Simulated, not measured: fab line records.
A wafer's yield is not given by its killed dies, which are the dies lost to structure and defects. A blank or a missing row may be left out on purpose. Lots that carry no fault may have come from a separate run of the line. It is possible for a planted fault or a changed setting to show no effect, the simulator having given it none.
Chamber matching | flow gf180mcu | GF_V2_ETCH_17 on rie diel-04 has 4 sister chambers
The step etches SiO2 in C4F8/O2/Ar, stops on TiN, target depth 630 nm. 14 wafers are shown with their chamber, then 7 later ones without.

== WAFERS WITH THEIR CHAMBER ==
wafer  | chamber | oes product au (a.u.)
L701.2 | 1       | 0.859
L701.3 | 0       | 0.853
L701.6 | 1       | 0.854
L704.1 | 2       | 0.855
L704.3 | 3       | 0.846
L704.6 | 0       | 0.856
L706.4 | 1       | 0.853
L706.5 | 2       | 0.856
L706.6 | 1       | 0.854
L708.1 | 2       | 0.861
L708.3 | 1       | 0.856
L708.6 | 1       | 0.853
L709.2 | 2       | 0.857
L709.4 | 3       | 0.853

SIGNATURES (averages over the wafers above)
reading        | chamber 0 | chamber 1 | chamber 2 | chamber 3 | scatter within a chamber
oes product au | 0.85450   | 0.85483   | 0.85725   | 0.84950   | 0.00277
Rule: distance of a wafer from a chamber = root of the sum over the readings of ((wafer's reading minus chamber's mean) / reading's scatter) squared. If the next closest chamber is less than 2 further off than the closest, the wafer can't be placed; otherwise it belongs to the closest. How the scatter is found: for the shown wafers, subtract from each reading the mean of its chamber, square and add these, divide the total by (wafers less chambers), then take the root.

== WAFERS WITHOUT THEIR CHAMBER ==
wafer  | oes product au (a.u.)
L709.6 | 0.859
L711.2 | 0.849
L711.4 | 0.855
L711.6 | 0.850
L722.1 | 0.857
L722.2 | 0.856
L722.5 | 0.860

== THE CHAMBER EACH PASSED THROUGH ==
wafer  | from the rows above               | in truth
L709.6 | can't be placed: 2 or 1 or 0      | 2
L711.2 | can't be placed: 3 or 0 or 1      | 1
L711.4 | can't be placed: 1 or 0 or 2 or 3 | 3
L711.6 | can't be placed: 3 or 0 or 1      | 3
L722.1 | can't be placed: 2 or 1 or 0      | 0
L722.2 | can't be placed: 1 or 2 or 0 or 3 | 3
L722.5 | can't be placed: 2 or 1 or 0      | 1
0 of 7 placed correctly. Unplaceable from these rows: 7, with the true chamber sitting among the candidates in 7. Number placed wrongly: 0.
